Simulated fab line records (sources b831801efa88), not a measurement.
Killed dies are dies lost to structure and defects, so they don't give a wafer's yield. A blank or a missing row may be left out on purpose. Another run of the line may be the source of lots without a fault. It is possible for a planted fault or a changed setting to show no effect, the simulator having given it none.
fab line records	flow sky130
record lots=5	wafers=15	last-day=49
route steps=708 shown VIA3@579 METAL4@598 CAP2M@603 PAD_OPEN@708
lots that met no fault: taken from a fault-free run of the same line
start-h: the number of hours between the record's first day and the start of the first shown wafer of the lot	wait-h: how many hours have passed since the lot's step before this one	" repeats the value in the row above	L1.1+2: a row that stands for several wafers	- no value, or no start was given	* or withheld: withheld	< > ~ a bound
route shown NAME@n: NAME is a module with steps in the file, n the number in the route of the first one	usual: mean and standard deviation over wafers with no fault	same: alike in all rows	chamber/n: place in a boat	sites: readings site by site	_std_site: their standard deviation	_edge_site: inner sites' mean taken away from outer sites' mean	radius-mm: how far each site lies from the wafer's centre	mask NAME#n: copy n	behind: the tool/chamber that last shaped the wafer	hold: the reason the lot was held/the length of the hold in hours/how it ended	device: which transistor (n, p or np) failed to switch	end of line: tests run on the same wafers once the route is complete	for a step that has no rows: nothing shown but its recipe	killed: the dies lost at the first sort to structure and to defects; this is not the yield of the wafer	map: a wafer's dies, x killed, . not, _ none there
set.NAME: the setting as run; set.NAME@STEP: as run at that earlier step	model.NAME: the simulator's own value behind a step, which no gauge read
certain route steps with their lots: each step a table, each wafer a row
services: when a tool's chamber went out of use (start-h, in hours from the record's first day, below 0 if earlier), for how many hours, and the reason
## steps
# step SKY_VIA3_COAT_06
# recipe resist=BARC	temp-c=withheld	time-s=withheld	spin-rpm=3000	resist-thk-nm=60
# step SKY_VIA3_COAT_07
# recipe resist=KrF-thick	spin-rpm=3000	resist-thk-nm=450
# step SKY_VIA3_SOFTBAKE_08
# recipe temp-c=100	time-s=90	resist=KrF-thick
# step SKY_VIA3_EXPOSE_09
# recipe mask-id=VIM3	na=0.8	source-shape=annular	sigma-inner=0.55	sigma-outer=0.85	target-cd-nm=200	dose-mj=38
# step SKY_VIA3_PEB_10
# recipe peb-temp-c=withheld	peb-time-s=withheld	resist=KrF-thick
# step SKY_VIA3_DEVELOP_11
# recipe develop-time-s=60	resist=KrF-thick	dev-temp-c=21
# step SKY_VIA3_CD_MEAS_12
# recipe target-cd-nm=200
# usual cd-nm=200.4/1.5
lot.wafer	tool	chamber	start-h	wait-h	cd-nm
L969.2	cd-sem-01	-	926.24	-	199.8
L969.3	"	-	"	"	200.8
L969.6	"	-	"	"	201.4
L971.2	cd-sem-01	-	946.44	-	199.2
L971.4	"	-	"	"	200.8
L971.5	"	-	"	"	200.4
L972.3	cd-sem-02	-	967.60	-	199.4
L972.4	"	-	"	"	200.4
L972.5	"	-	"	"	199.8
L977.1	cd-sem-01	-	987.17	-	198.7
L977.4	"	-	"	"	198.6
L977.6	"	-	"	"	200.0
L986.2	cd-sem-01	-	1050.33	-	200.2
L986.4	"	-	"	"	198.3
L986.6	"	-	"	"	200.1
# step SKY_VIA3_OVL_MEAS_13
# usual VIA3_OVL=0/4.4
lot.wafer	tool	chamber	start-h	wait-h	VIA3_OVL[nm]
L969.2	overlay-01	-	926.35	0.1	-1
L969.3	"	-	"	"	0
L969.6	"	-	"	"	6
L971.2	overlay-01	-	946.55	0.1	2
L971.4	"	-	"	"	-1
L971.5	"	-	"	"	-1
L972.3	overlay-02	-	967.69	0.1	5
L972.4	"	-	"	"	4
L972.5	"	-	"	"	11
L977.1	overlay-02	-	987.29	0.1	1
L977.4	"	-	"	"	8
L977.6	"	-	"	"	2
L986.2	overlay-01	-	1050.44	0.1	-2
L986.4	"	-	"	"	-4
L986.6	"	-	"	"	-3
# step SKY_VIA3_ETCH_14
# recipe chemistry=N2/H2	target=BARC	ion-energy-ev=200	source-w=500	bias-w=100	pressure-mtorr=30	n2-flow-sccm=100	h2-flow-sccm=200	stop-on=SiO2	time-s=45.9	target-depth-a=600
# step SKY_VIA3_ETCH_15
# recipe target=SiO2	chemistry=C4F8/O2/Ar	target-depth-nm=507	stop-on=TiN	mask-material=KrF-thick	source-w=1500	bias-w=1200	pressure-mtorr=40	c4f8-flow-sccm=withheld	O2_flow_sccm=6	Ar_flow_sccm=300	time-s=78
# usual oes-product-au=0.946/0.0049
lot.wafer	tool	chamber	start-h	wait-h	oes-product-au	rf-hours-counter-h
L969.2	rie-diel-03	0	926.42	0.0	0.954	3
L969.3	"	1	"	"	0.939	10
L969.6	"	2	"	"	0.948	-
L971.2	rie-diel-04	0	946.62	0.0	0.945	11
L971.4	"	2	"	"	0.950	19
L971.5	"	2	"	"	0.949	-
L972.3	rie-diel-02	1	967.76	0.0	0.956	14
L972.4	"	3	"	"	0.945	4
L972.5	"	1	"	"	0.940	-
L977.1	rie-diel-04	0	987.37	0.0	0.944	12
L977.4	"	2	"	"	0.947	21
L977.6	"	0	"	"	0.945	-
L986.2	rie-diel-02	2	1050.51	0.0	0.949	26
L986.4	"	1	"	"	0.948	17
L986.6	"	2	"	"	0.951	-
# step SKY_VIA3_STRIP_16
# recipe chemistry=O2/N2	power-w=1400	pressure-mtorr=1500	platen-temp-c=withheld	o2-flow-sccm=3000	n2-flow-sccm=300	overash-fraction=0.5
# step SKY_VIA3_STRIP_17
# recipe chemistry=post-etch-residue-remover	time-s=1200	temp-c=72.5
# step SKY_VIA3_CLEAN_18
# recipe chemistry=IPA	time-s=180	temp-c=25
lot.wafer	tool	chamber	start-h	wait-h
L969.2+3+6	wet-bench-04	1	926.95	0.0
L971.2+4+5	wet-bench-01	2	947.12	0.0
L972.3+4+5	wet-bench-02	2	968.29	0.0
L977.1+4+6	wet-bench-04	2	987.87	0.0
L986.2+4+6	wet-bench-02	2	1051.04	0.0
# step SKY_VIA3_CLEAN_19
# recipe chemistry=O3/DIW	dry=n2-spin
# step SKY_VIA3_SPUTTER_20
# recipe material=TiN	target-thk-nm=20	chamber-pressure-pa=5	power-w=4000	time-s=80
# step SKY_VIA3_CVD_21
# recipe material=W	target-thk-nm=390	time-s=117.31	temp-c=400	pressure-torr=40
# step SKY_VIA3_RS_MEAS_22
# recipe thk-meas-gauge=four-point-probe	reads=W_of_VIA3_CVD_21+TiN_of_VIA3_SPUTTER_20
# usual VIA3_W_RS=0.296/0.0033
lot.wafer	tool	chamber	start-h	wait-h	VIA3_W_RS[ohm/sq]
L969.2	film-metro-04	-	927.32	0.1	0.293
L969.3	"	-	"	"	0.298
L969.6	"	-	"	"	0.297
L971.2	film-metro-01	-	947.49	0.1	0.290
L971.4	"	-	"	"	0.291
L971.5	"	-	"	"	0.295
L972.3	film-metro-04	-	968.67	0.1	0.300
L972.4	"	-	"	"	0.298
L972.5	"	-	"	"	0.301
L977.1	film-metro-03	-	988.21	0.1	0.290
L977.4	"	-	"	"	0.294
L977.6	"	-	"	"	0.300
L986.2	film-metro-04	-	1051.40	0.1	0.288
L986.4	"	-	"	"	0.292
L986.6	"	-	"	"	0.298
# step SKY_VIA3_THK_MEAS_23
# recipe thk-meas-gauge=xrf	reads=W_of_VIA3_CVD_21
# usual VIA3_W_THK=387/4.8
lot.wafer	tool	chamber	start-h	wait-h	VIA3_W_THK[nm]
L969.2	film-metro-04	-	927.43	0.1	392
L969.3	"	-	"	"	388
L969.6	"	-	"	"	390
L971.2	film-metro-01	-	947.60	0.1	395
L971.4	"	-	"	"	391
L971.5	"	-	"	"	387
L972.3	film-metro-04	-	968.77	0.1	385
L972.4	"	-	"	"	386
L972.5	"	-	"	"	382
L977.1	film-metro-03	-	988.33	0.1	391
L977.4	"	-	"	"	386
L977.6	"	-	"	"	381
L986.2	film-metro-04	-	1051.51	0.1	399
L986.4	"	-	"	"	395
L986.6	"	-	"	"	385
# step SKY_VIA3_CMP_24
# recipe stop-on=SiO2	t-overpolish-s=20	down-force-psi=3.5	platen-rpm=60	target-thk-nm=0	pad-velocity-m-s=0.94248
# step SKY_METAL4_SPUTTER_00
# recipe material=Ti	target-thk-nm=15	power-w=3000	time-s=10	chamber-pressure-pa=0.4
# step SKY_METAL4_SPUTTER_01
# recipe material=TiN	target-thk-nm=20	power-w=6500	time-s=16.7	chamber-pressure-pa=0.4
# usual throttle-valve-pct=29.8/0.99
lot.wafer	tool	chamber	start-h	wait-h	throttle-valve-pct
L969.2	pvd-sputter-01	-	927.80	0.0	31.8
L969.3	"	-	"	"	29.6
L969.6	"	-	"	"	31.3
L971.2	pvd-sputter-01	-	947.97	0.0	28.8
L971.4	"	-	"	"	31.6
L971.5	"	-	"	"	31.0
L972.3	pvd-sputter-04	-	969.13	0.0	27.8
L972.4	"	-	"	"	29.8
L972.5	"	-	"	"	29.7
L977.1	pvd-sputter-01	-	988.71	0.0	29.6
L977.4	"	-	"	"	31.6
L977.6	"	-	"	"	29.1
L986.2	pvd-sputter-04	-	1051.88	0.0	28.0
L986.4	"	-	"	"	29.8
L986.6	"	-	"	"	30.0
# step SKY_METAL4_SPUTTER_02
# recipe material=AlCu	target-thk-nm=735	power-w=10600	time-s=39.1	chamber-pressure-pa=0.4
# step SKY_METAL4_SPUTTER_03
# recipe material=Ti	target-thk-nm=5	power-w=3000	time-s=3.3	chamber-pressure-pa=0.4
# step SKY_METAL4_SPUTTER_04
# recipe material=TiN	target-thk-nm=70	power-w=6500	time-s=58.3	chamber-pressure-pa=0.4
# usual throttle-valve-pct=29.8/0.97
lot.wafer	tool	chamber	start-h	wait-h	throttle-valve-pct
L969.2	pvd-sputter-01	-	927.89	0.0	31.5
L969.3	"	-	"	"	29.5
L969.6	"	-	"	"	31.0
L971.2	pvd-sputter-01	-	948.05	0.0	29.2
L971.4	"	-	"	"	31.6
L971.5	"	-	"	"	31.0
L972.3	pvd-sputter-04	-	969.22	0.0	27.7
L972.4	"	-	"	"	29.9
L972.5	"	-	"	"	29.9
L977.1	pvd-sputter-01	-	988.79	0.0	29.6
L977.4	"	-	"	"	31.6
L977.6	"	-	"	"	28.9
L986.2	pvd-sputter-04	-	1051.97	0.0	27.7
L986.4	"	-	"	"	29.5
L986.6	"	-	"	"	29.7
# step SKY_CAP2M_CVD_00
# recipe material=SiO2	target-thk-nm=15.5	temp-c=400	time-s=withheld	rf-w=450
# usual heater-power-w=746/80
lot.wafer	tool	chamber	start-h	wait-h	heater-power-w
L969.2	pecvd-01	0	927.94	0.0	837
L969.3	"	1	"	"	639
L969.6	"	1	"	"	637
L971.2	pecvd-02	1	948.10	0.0	749
L971.4	"	2	"	"	633
L971.5	"	0	"	"	601
L972.3	pecvd-03	1	969.27	0.0	647
L972.4	"	2	"	"	720
L972.5	"	0	"	"	773
L977.1	pecvd-03	0	988.84	0.0	672
L977.4	"	1	"	"	721
L977.6	"	0	"	"	686
L986.2	pecvd-01	0	1052.02	0.0	863
L986.4	"	0	"	"	877
L986.6	"	2	"	"	864
# step SKY_CAP2M_THK_MEAS_01
# recipe reads=SiO2_of_CAP2M_CVD_00
# usual CAP2M_CVD_00_THK=15.40/0.25
lot.wafer	tool	chamber	start-h	wait-h	CAP2M_CVD_00_THK[nm]
L969.2	film-metro-02	-	927.97	-	15.50
L969.3	"	-	"	"	15.39
L969.6	"	-	"	"	15.61
L971.2	film-metro-01	-	948.13	-	15.52
L971.4	"	-	"	"	15.45
L971.5	"	-	"	"	15.35
L972.3	film-metro-01	-	969.34	-	15.16
L972.4	"	-	"	"	15.16
L972.5	"	-	"	"	15.18
L977.1	film-metro-02	-	988.86	-	14.99
L977.4	"	-	"	"	15.57
L977.6	"	-	"	"	15.28
L986.2	film-metro-02	-	1052.05	-	15.58
L986.4	"	-	"	"	15.85
L986.6	"	-	"	"	15.46
# step SKY_CAP2M_SPUTTER_02
# recipe material=TiN	target-thk-nm=200	temp-c=300	power-w=6500	time-s=166.7	chamber-pressure-pa=0.4
# step SKY_CAP2M_RS_MEAS_03
# recipe thk-meas-gauge=four-point-probe	reads=TiN_of_CAP2M_SPUTTER_02
# usual CAP2M_TIN_RS=6.91/0.083
lot.wafer	tool	chamber	start-h	wait-h	CAP2M_TIN_RS[ohm/sq]
L969.2	film-metro-01	-	928.15	0.1	6.92
L969.3	"	-	"	"	6.85
L969.6	"	-	"	"	6.92
L971.2	film-metro-04	-	948.31	0.1	6.90
L971.4	"	-	"	"	7.03
L971.5	"	-	"	"	7.09
L972.3	film-metro-04	-	969.53	0.1	7.11
L972.4	"	-	"	"	7.01
L972.5	"	-	"	"	6.95
L977.1	film-metro-02	-	989.03	0.1	6.89
L977.4	"	-	"	"	6.85
L977.6	"	-	"	"	6.83
L986.2	film-metro-02	-	1052.23	0.1	6.87
L986.4	"	-	"	"	6.98
L986.6	"	-	"	"	6.88
# step SKY_CAP2M_THK_MEAS_04
# recipe thk-meas-gauge=xrf	reads=TiN_of_CAP2M_SPUTTER_02
# usual CAP2M_TIN_THK=202.3/2.7
lot.wafer	tool	chamber	start-h	wait-h	CAP2M_TIN_THK[nm]
L969.2	film-metro-01	-	928.26	0.1	201.2
L969.3	"	-	"	"	204.1
L969.6	"	-	"	"	202.4
L971.2	film-metro-04	-	948.42	0.1	201.9
L971.4	"	-	"	"	198.4
L971.5	"	-	"	"	196.9
L972.3	film-metro-04	-	969.63	0.1	196.3
L972.4	"	-	"	"	198.2
L972.5	"	-	"	"	200.7
L977.1	film-metro-02	-	989.15	0.1	203.3
L977.4	"	-	"	"	205.3
L977.6	"	-	"	"	204.9
L986.2	film-metro-02	-	1052.34	0.1	205.7
L986.4	"	-	"	"	202.1
L986.6	"	-	"	"	204.7
# step SKY_CAP2M_DEHYDRATE_05
# recipe temp-c=200	time-s=60
# step SKY_CAP2M_HMDS_06
# recipe prime-time-s=60	prime-temp-c=120
# step SKY_CAP2M_COAT_07
# recipe resist=NOVOLAK	spin-rpm=3000	resist-thk-nm=1140
# step SKY_CAP2M_SOFTBAKE_08
# recipe temp-c=90	time-s=60	resist=NOVOLAK
# step SKY_CAP2M_EXPOSE_09
# recipe mask-id=CAP2M	na=0.6	source-shape=conventional	sigma-outer=0.6	polarization=unpolarized	target-cd-nm=1000	dose-mj=159
# step SKY_CAP2M_PEB_10
# recipe temp-c=withheld	time-s=*	resist=NOVOLAK
# step SKY_CAP2M_DEVELOP_11
# recipe resist=NOVOLAK	developer=TMAH	develop-time-s=60	dev-temp-c=23
# step SKY_CAP2M_OVL_MEAS_12
# usual CAP2M_OVL=-1.4/1.6
lot.wafer	tool	chamber	start-h	wait-h	CAP2M_OVL[nm]
L969.2	overlay-01	-	953.64	0.1	-3.2
L969.3	"	-	"	"	-1.9
L969.6	"	-	"	"	0.4
L971.2	overlay-01	-	972.38	0.1	-0.2
L971.4	"	-	"	"	-2.4
L971.5	"	-	"	"	-0.6
L972.3	overlay-02	-	991.99	0.1	-1.3
L972.4	"	-	"	"	0.3
L972.5	"	-	"	"	-0.4
L977.1	overlay-01	-	1012.07	0.1	-1.3
L977.4	"	-	"	"	0.7
L977.6	"	-	"	"	-1.5
L986.2	overlay-02	-	1073.93	0.1	-0.2
L986.4	"	-	"	"	-0.6
L986.6	"	-	"	"	0.9
# step SKY_CAP2M_METAL_ETCH_13
# recipe target-depth-nm=220	stop-on=SiO2	chemistry=Cl2/BCl3	target=TiN	pressure-mtorr=10	icp-w=900	bias-w=48.5	Cl2_flow_sccm=60	bcl3-flow-sccm=30	time-s=62.9
# step SKY_CAP2M_STRIP_14
# recipe chemistry=O2/N2	power-w=1400	pressure-mtorr=1500	platen-temp-c=withheld	o2-flow-sccm=3000	n2-flow-sccm=300	overash-fraction=0.5
# usual drypump-motor-current-A=5.4/0.38	o2-flow-sccm=3000/8.2	oes-product-au=0.710/0.0045	strip-time-to-endpoint-s=12.64/0.04
lot.wafer	tool	chamber	start-h	wait-h	drypump-motor-current-A	o2-flow-sccm	oes-product-au	rf-hours-counter-h	strip-time-to-endpoint-s
L969.2	plasma-asher-03	1	953.75	0.1	5.3	2989	0.701	109	12.70
L969.3	"	1	"	"	5.3	2997	0.715	-	12.72
L969.6	"	0	"	"	5.6	3008	0.711	-	12.71
L971.2	plasma-asher-03	0	972.56	0.1	5.5	3000	0.707	111	12.69
L971.4	"	1	"	"	5.3	2992	0.712	-	12.67
L971.5	"	1	"	"	5.4	3000	0.708	-	12.69
L972.3	plasma-asher-03	0	992.20	0.1	5.5	2997	0.705	-	12.63
L972.4	"	1	"	"	5.4	3006	0.715	-	12.63
L972.5	"	1	"	"	5.4	3004	0.702	-	12.62
L977.1	plasma-asher-02	1	1012.19	0.1	5.6	2997	0.705	58	12.60
L977.4	"	0	"	"	6.3	2995	0.709	-	12.64
L977.6	"	0	"	"	6.3	3001	0.706	-	12.65
L986.2	plasma-asher-01	1	1074.04	0.1	5.1	3019	0.707	34	12.67
L986.4	"	0	"	"	4.9	3001	0.717	-	12.59
L986.6	"	0	"	"	4.9	3008	0.703	-	12.65
# step SKY_CAP2M_STRIP_15
# recipe chemistry=post-etch-residue-remover	time-s=1200	temp-c=72.5
# step SKY_CAP2M_CLEAN_16
# recipe chemistry=IPA	time-s=180	temp-c=25
# step SKY_CAP2M_CLEAN_17
# recipe chemistry=O3/DIW	dry=n2-spin
# step SKY_PAD_OPEN_PROBE_99
# usual defect-limited-yield=83.0/2	killed_at_M0_to_M3=43/7.1	killed_at_M4_up=3.1/1.7	killed-at-contacts=23/5.1	killed-at-front-end=14/4.4	killed-at-other=0.3/0.47	killed-dies=84/9.9	killed-open=45/6.6	killed-short=38/6.8	sort_bin_3_pad_short=0.8/0.4	sort_bin_5_function=10.1/1.4	sort_bin_6_memory=6.1/1.2	sort-n-pass=408/9.9	sort-yield-pct=83.0/2
# same gross-dies=492	killed-at-back-side=0	sort_bin_4_leakage[%]=0	sort_bin_8_speed[%]=0
lot.wafer	tool	chamber	start-h	wait-h	defect-limited-yield[%]	killed_at_M0_to_M3	killed_at_M4_up	killed-at-contacts	killed-at-front-end	killed-at-other	killed-dies	killed-open	killed-short	sort_bin_3_pad_short[%]	sort_bin_5_function[%]	sort_bin_6_memory[%]	sort-n-pass	sort-yield-pct[%]	model.etest.tester.sort-n-pass	model.etest.tester.sort-yield-pct	model.etest.tester.sort_bin_5_pct	model.etest.tester.sort_bin_3_pct
L969.2	prober-02	-	1075.50	0.1	81.1	44	4	33	11	1	93	51	42	0.6	12.4	5.9	399	81.1	399	81.1	12.4	0.6098
L969.3	prober-02	-	1075.55	0.2	83.3	43	1	20	18	0	82	41	41	0.6	10.6	5.5	410	83.3	410	83.33	10.57	0.6098
L969.6	prober-02	-	1075.70	0.2	82.7	44	3	29	9	0	85	46	39	0.8	11.6	4.9	407	82.7	407	82.72	11.59	0.813
L971.2	prober-02	-	1092.00	0.1	85.8	32	1	23	14	0	70	43	27	0.6	7.9	5.7	422	85.8	422	85.77	7.927	0.6098
L971.4	prober-02	-	1092.10	0.2	80.3	49	5	26	17	0	97	53	44	0.6	11.4	7.7	395	80.3	395	80.28	11.38	0.6098
L971.5	prober-02	-	1092.15	0.2	85.4	38	0	16	18	0	72	44	28	0.8	9.1	4.7	420	85.4	420	85.37	9.146	0.813
L972.3	prober-02	-	1109.87	0.2	81.5	39	6	26	20	0	91	44	47	0.8	12.4	5.3	401	81.5	401	81.5	12.4	0.813
L972.4	prober-02	-	1109.92	0.2	83.9	37	3	23	16	0	79	47	32	0.8	8.7	6.5	413	83.9	413	83.94	8.74	0.813
L972.5	prober-02	-	1109.97	0.2	80.7	57	3	27	8	0	95	57	38	0.4	12.4	6.5	397	80.7	397	80.69	12.4	0.4065
L977.1	prober-01	-	1126.54	0.1	83.9	45	1	16	17	0	79	41	38	0.8	8.7	6.5	413	83.9	413	83.94	8.74	0.813
L977.4	prober-01	-	1126.69	0.2	81.5	44	4	23	19	1	91	51	40	1.0	11.0	6.5	401	81.5	401	81.5	10.98	1.016
L977.6	prober-01	-	1126.79	0.2	83.5	39	2	27	13	0	81	37	44	1.0	10.0	5.5	411	83.5	411	83.54	9.959	1.016
L986.2	prober-01	-	1178.23	0.1	75.6	93	1	20	6	0	120	37	30	2.8	15.4	6.1	372	75.6	372	75.61	15.45	2.846
L986.4	prober-01	-	1178.33	0.2	67.7	124	3	15	17	0	159	49	46	3.5	19.3	9.6	333	67.7	333	67.68	19.31	3.455
L986.6	prober-01	-	1178.43	0.2	70.1	100	2	25	19	1	147	35	53	3.3	17.1	9.6	345	70.1	345	70.12	17.07	3.252
# killed by level:class
L969.2 CONTACT:geometric-particle:open=13 LI_CONTACT:geometric-particle:open=9 VIA1:geometric-particle:open=9 CONTACT:geometric-particle:short=6 VIA2:geometric-particle:open=6 METAL1:geometric-particle:short=5 VIA3:geometric-particle:open=5 VIA2:geometric-particle:short=4
L969.3 VIA1:geometric-particle:open=9 METAL1:geometric-particle:short=8 FIELD_ISO:geometric-particle:open=6 CONTACT:geometric-particle:open=6 POLY_GATE:geometric-particle:short=6 METAL2:geometric-particle:short=5 VIA3:geometric-particle:open=5 LI_CONTACT:geometric-particle:open=4
L969.6 CONTACT:geometric-particle:open=9 LI_CONTACT:geometric-particle:open=8 VIA1:geometric-particle:open=7 VIA2:geometric-particle:open=6 METAL1:geometric-particle:short=6 METAL2:geometric-particle:short=5 FIELD_ISO:geometric-particle:short=4 LI_CONTACT:geometric-particle:short=4
L971.2 VIA1:geometric-particle:open=9 CONTACT:geometric-particle:open=8 VIA3:geometric-particle:open=6 LI_CONTACT:geometric-particle:open=5 LOCAL_INTERCONNECT:geometric-particle:short=5 VIA2:geometric-particle:short=4 POLY_GATE:geometric-particle:open=3 SPACER:geometric-particle:open=3
L971.4 CONTACT:geometric-particle:open=8 VIA2:geometric-particle:open=8 VIA3:geometric-particle:open=8 CONTACT:geometric-particle:short=7 METAL1:geometric-particle:short=7 VIA1:geometric-particle:open=7 LI_CONTACT:geometric-particle:open=6 POLY_GATE:geometric-particle:short=5
L971.5 VIA1:geometric-particle:open=16 POLY_GATE:geometric-particle:open=7 VIA3:geometric-particle:open=6 METAL2:geometric-particle:short=6 CONTACT:geometric-particle:short=5 LOCAL_INTERCONNECT:geometric-particle:short=4 CONTACT:geometric-particle:open=4 SONOS_ONO:geometric-particle:short=3
L972.3 CONTACT:geometric-particle:open=11 VIA1:geometric-particle:open=8 METAL2:geometric-particle:short=7 VIA1:geometric-particle:short=6 POLY_GATE:geometric-particle:open=6 LOCAL_INTERCONNECT:geometric-particle:short=5 VIA2:geometric-particle:open=5 METAL4:geometric-particle:short=5
L972.4 VIA1:geometric-particle:open=10 CONTACT:geometric-particle:open=8 LI_CONTACT:geometric-particle:open=7 LI_CONTACT:geometric-particle:short=6 VIA2:geometric-particle:open=6 VIA3:geometric-particle:open=5 METAL1:geometric-particle:short=4 FIELD_ISO:geometric-particle:short=3
L972.5 LI_CONTACT:geometric-particle:open=12 VIA1:geometric-particle:open=12 CONTACT:geometric-particle:open=10 VIA2:geometric-particle:open=10 METAL1:geometric-particle:short=9 METAL2:geometric-particle:short=8 VIA3:geometric-particle:open=8 VIA1:geometric-particle:short=4
L977.1 VIA1:geometric-particle:open=15 METAL2:geometric-particle:short=8 FIELD_ISO:geometric-particle:short=7 FIELD_ISO:geometric-particle:open=6 CONTACT:geometric-particle:open=6 METAL1:geometric-particle:short=5 VIA1:geometric-particle:short=5 LI_CONTACT:geometric-particle:open=4
L977.4 VIA2:geometric-particle:open=10 CONTACT:geometric-particle:open=9 VIA1:geometric-particle:open=8 VIA1:geometric-particle:short=6 POLY_GATE:geometric-particle:open=5 LI_CONTACT:geometric-particle:open=5 VIA3:geometric-particle:open=5 FIELD_ISO:geometric-particle:short=4
L977.6 VIA1:geometric-particle:open=11 CONTACT:geometric-particle:short=10 CONTACT:geometric-particle:open=9 METAL2:geometric-particle:short=7 FIELD_ISO:geometric-particle:short=4 METAL1:geometric-particle:short=4 VIA2:geometric-particle:open=4 POLY_GATE:geometric-particle:open=3
L986.2 VIA3:unspecified=53 CONTACT:geometric-particle:open=7 VIA3:geometric-particle:open=7 VIA1:geometric-particle:open=6 METAL3:geometric-particle:short=6 LI_CONTACT:geometric-particle:open=5 CONTACT:geometric-particle:short=5 METAL2:geometric-particle:short=5
L986.4 VIA3:unspecified=64 VIA1:geometric-particle:open=16 VIA2:geometric-particle:open=9 METAL2:geometric-particle:short=7 VIA3:geometric-particle:open=6 CONTACT:geometric-particle:open=5 METAL3:geometric-particle:short=5 POLY_GATE:geometric-particle:open=4
L986.6 VIA3:unspecified=59 LOCAL_INTERCONNECT:geometric-particle:short=10 FIELD_ISO:geometric-particle:short=8 METAL2:geometric-particle:short=7 VIA3:geometric-particle:open=7 VIA3:geometric-particle:short=6 CONTACT:geometric-particle:open=6 VIA1:geometric-particle:open=6
# map L986.4 (x killed, . not)
__________....x....._________
________x.........xx.._______
______..x..xx.x........._____
_____..xx...x.x.x........____
____.x.x.x......xx......x.___
___x.x..x....x............x__
__.x.......x.........x...x.._
_.x....x..x...x..........xx..
_..x.............xx......xxx.
_...x........x...x.....xx.x..
_...x.x..x.x.xx....xx....x...
_.....x...x......x.....x.....
_.....x..xx.........x.x....x.
_x..x...x.x.xxx.......x..x...
_..x..x...xxxxxxxx.xx.x......
__.x.xx..xxxxxxxxxxx........_
___....xx.xxxxxxxxx.x......__
____.x..xxxxxxxxxx...x....___
_____..xxxxxxxx.x.xx...x.____
______.x.xxxxxxxxxx..x.x_____
________x.xxxx.x.....x_______
__________x....x...._________
# map L972.5 (x killed, . not)
__________..x...x..._________
________....x...x...x._______
______.x.x.x...x....x..x_____
_____...........xx...x...____
____.....x.x.......x....x.___
___....x......x.x.xx....x..__
__.....xx..x...x.xx...x.x..._
_.....x.......x.x.....xx.....
_x...x..............x........
_.x..x....x.xx.x......x......
_x..........x.........xx.....
_.....xx........x....x.x.....
_............................
_x.x....x..xx.xx..x....xx....
_.............x..x.x......x..
__...x...............x.....x_
___.x....x........xx..x....__
____......x..x...x..xx....___
_____x..x...x....x..x...x____
______...........xx....._____
________...x..x...x..._______
__________...x......_________
## services
tool	chamber	start-h	hours	kind
rie-diel-03	1	904.94	7.0	repair
rie-diel-04	1	907.41	7.2	repair
pecvd-02	-	915.84	2.6	repair
pvd-sputter-01	-	917.96	1.3	repair
pecvd-02	-	921.63	14.6	pm
rie-diel-02	-	926.08	1.0	repair
rie-diel-03	0	934.01	10.5	repair
rie-diel-04	1	934.40	10.5	repair
plasma-asher-02	-	938.96	2.8	pm
rie-diel-02	-	943.86	4.4	repair
rie-diel-04	3	955.07	1.9	repair
rie-diel-02	1	955.46	9.7	repair
pvd-sputter-04	-	955.68	3.5	repair
pecvd-01	-	958.33	0.8	pm
wet-bench-01	-	962.26	4.4	pm
rie-diel-03	-	963.53	10.0	pm
pecvd-02	2	967.46	9.4	repair
rie-diel-02	0	985.41	3.5	repair
pecvd-01	-	985.77	1.7	repair
rie-diel-02	-	990.60	1.5	repair
rie-diel-02	-	1003.04	15.6	pm
rie-diel-02	0	1052.24	3.3	repair
pvd-sputter-01	-	1053.21	12.4	repair
plasma-asher-03	-	1055.25	9.0	pm
## key
first-sign step=SKY_PAD_OPEN_PROBE_99	reading=killed_at_M0_to_M3	direction=up	sigmas=8.9	usual=43	struck=106
effect step=SKY_PAD_OPEN_PROBE_99	reading=sort_bin_3_pad_short	direction=up	sigmas=6	usual=0.8	struck=3.2
model-effect step=SKY_PAD_OPEN_PROBE_99	value=etest.tester.sort-n-pass	without=401	struck=350
met-at SKY_VIA3_CLEAN_18
struck-wafers L986.2,L986.4,L986.6
onset-between 968.29 1051.04
also-fits time
fault kind=chamber-particle-source	tool=wet-bench-02	chamber=2	onset-h=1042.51	steps=SKY_VIA3_CLEAN_18	rate-per-visit-cm2=0.95349	end-h=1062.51
